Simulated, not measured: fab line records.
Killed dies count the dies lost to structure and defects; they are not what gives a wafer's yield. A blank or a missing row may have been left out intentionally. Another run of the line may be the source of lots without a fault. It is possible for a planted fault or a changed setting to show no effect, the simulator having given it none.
Comparing a struck lot with a sound one | flow sky130 | 16 steps out of a route of 708
Sound: wafers L790.2, L790.3, L790.6. Wafers struck: L804.1, L804.3, L804.6. The cause is given at the end.
Order at every step that has rows: each side's tool, ch and its chambers, its first start. Under that, the readings that differ: sound wafers | struck wafers | difference of the means | sigmas: that difference in standard deviations of wafers without a fault.
alike: readings whose means differ by less than 2 such deviations, and words and numbers that are the same on both sides. not compared: withheld readings, readings that some wafer has no value for, bounds like >300 that may hide the same value, and numbers for which the record gives no deviation and whose values overlap.
The two part at a step that has a row with sigmas, a row that says differs or no value, or rows on one side only. When numbers do not overlap yet have no deviation, they are printed without sigmas and do not part them. A reading missing from all wafers of one side parts the sides only when that side holds two or more wafers.

first, 2 steps without rows for these wafers: SKY_METAL3_PEB_11; SKY_METAL3_DEVELOP_12 (develop time 60 s).
SKY_METAL3_CD_MEAS_13: target cd 300 nm.
  sound: cd_sem-01 at day 39 22:20; struck: cd_sem-02 at day 43 12:39
  alike: cd_nm
SKY_METAL3_OVL_MEAS_14:
  sound: overlay-01 at day 39 22:26; struck: overlay-02 at day 43 12:46
  alike: METAL3_OVL
SKY_METAL3_DESCUM_15: chemistry O2, time 8 s.
  sound on rie_metal-02 ch 0, day 39 22:29; struck on rie_metal-01 ch 0,1, day 43 12:48
  alike: chamber_pressure_mTorr, drypump_motor_current_A, oes_product_au
  not compared: rf_hours_counter_h
SKY_METAL3_ETCH_16: etches BARC in N2/H2, stops on SiO2, time 88.2 s, target depth 60 nm.
  sound on rie_metal-02 ch 0, day 39 22:34; struck on rie_metal-01 ch 0,1, day 43 12:50
  alike: chamber_pressure_mTorr, drypump_motor_current_A, oes_product_au, throttle_valve_pct
  not compared: rf_hours_counter_h
then, 1 step without rows for these wafers: SKY_METAL3_ETCH_17 (etches SiO2 in C4F8/O2/Ar, stops on TiN, time 3.9 s, target depth 15 nm).
SKY_METAL3_METAL_ETCH_18: etches the open film in Cl2/BCl3, stops on SiO2, target depth 845 nm, time 183.1 s.
  sound on rie_metal-01 ch 0,1, day 39 22:45; struck on rie_metal-04 ch 0,1, day 43 12:57
  alike: bcl3_flow_sccm, chamber_pressure_mTorr, drypump_motor_current_A, oes_product_au, throttle_valve_pct
  not compared: rf_hours_counter_h
SKY_METAL3_STRIP_19: strips in O2/N2.
  sound on plasma_asher-04 ch 0,1, day 39 22:56; struck on plasma_asher-04 ch 0,1, day 43 13:08
  alike: chamber_pressure_mTorr, drypump_motor_current_A, oes_product_au, strip_time_to_endpoint_s
  not compared: rf_hours_counter_h
then, 3 steps without rows for these wafers: SKY_METAL3_STRIP_20 (strips in post etch residue remover, time 1200 s); SKY_METAL3_CLEAN_21 (cleans in IPA, time 180 s); SKY_METAL3_CLEAN_22 (cleans in O3/DIW).
SKY_VIA3_HDPCVD_00: deposits SiO2, target thk 1635 nm, time 272.5 s.
  sound on hdpcvd-01 ch 1,2, day 39 23:31; struck on hdpcvd-02 ch 0,2, day 43 14:04
  alike: pressure_mtorr
SKY_VIA3_THK_MEAS_01:
  sound: film_metro-02 at day 39 23:42; struck: film_metro-02 at day 43 14:14
  reading              | sound          | struck         | difference | sigmas
  VIA3_HDPCVD_THK (nm) | 1667 1621 1648 | 3258 3276 3281 | +1626      | +99 or more
SKY_VIA3_CMP_02: polishes SiO2.
  sound on cmp-01 ch 2,3, day 39 23:45; struck on cmp-02 ch 0,2,3, day 43 14:23
  alike: motor_current_A, slurry_filter_dp_kPa
-- the record jumps here: 6 days lie between the struck wafers' starts before and after (it left off in module VIA3 and takes up again in module PAD_OPEN, whose first step shown is number 708 of the route) --
SKY_PAD_OPEN_PROBE_99:
  sound: prober-01 at day 46 21:53; struck: prober-02 at day 49 21:26
  alike: defect_limited_yield, killed_at_M0_to_M3, killed_at_M4_up, killed_at_contacts, killed_at_front_end, killed_at_other, killed_dies, killed_open, killed_short, sort_bin_3_pad_short, sort_bin_5_function, sort_bin_6_memory, sort_n_pass, sort_yield_pct

WHERE THEY PART
Only at SKY_VIA3_THK_MEAS_01, within this record. Later steps at which nothing parts them and some readings are alike: SKY_VIA3_CMP_02, SKY_PAD_OPEN_PROBE_99.

WHY: whatever the simulator had introduced
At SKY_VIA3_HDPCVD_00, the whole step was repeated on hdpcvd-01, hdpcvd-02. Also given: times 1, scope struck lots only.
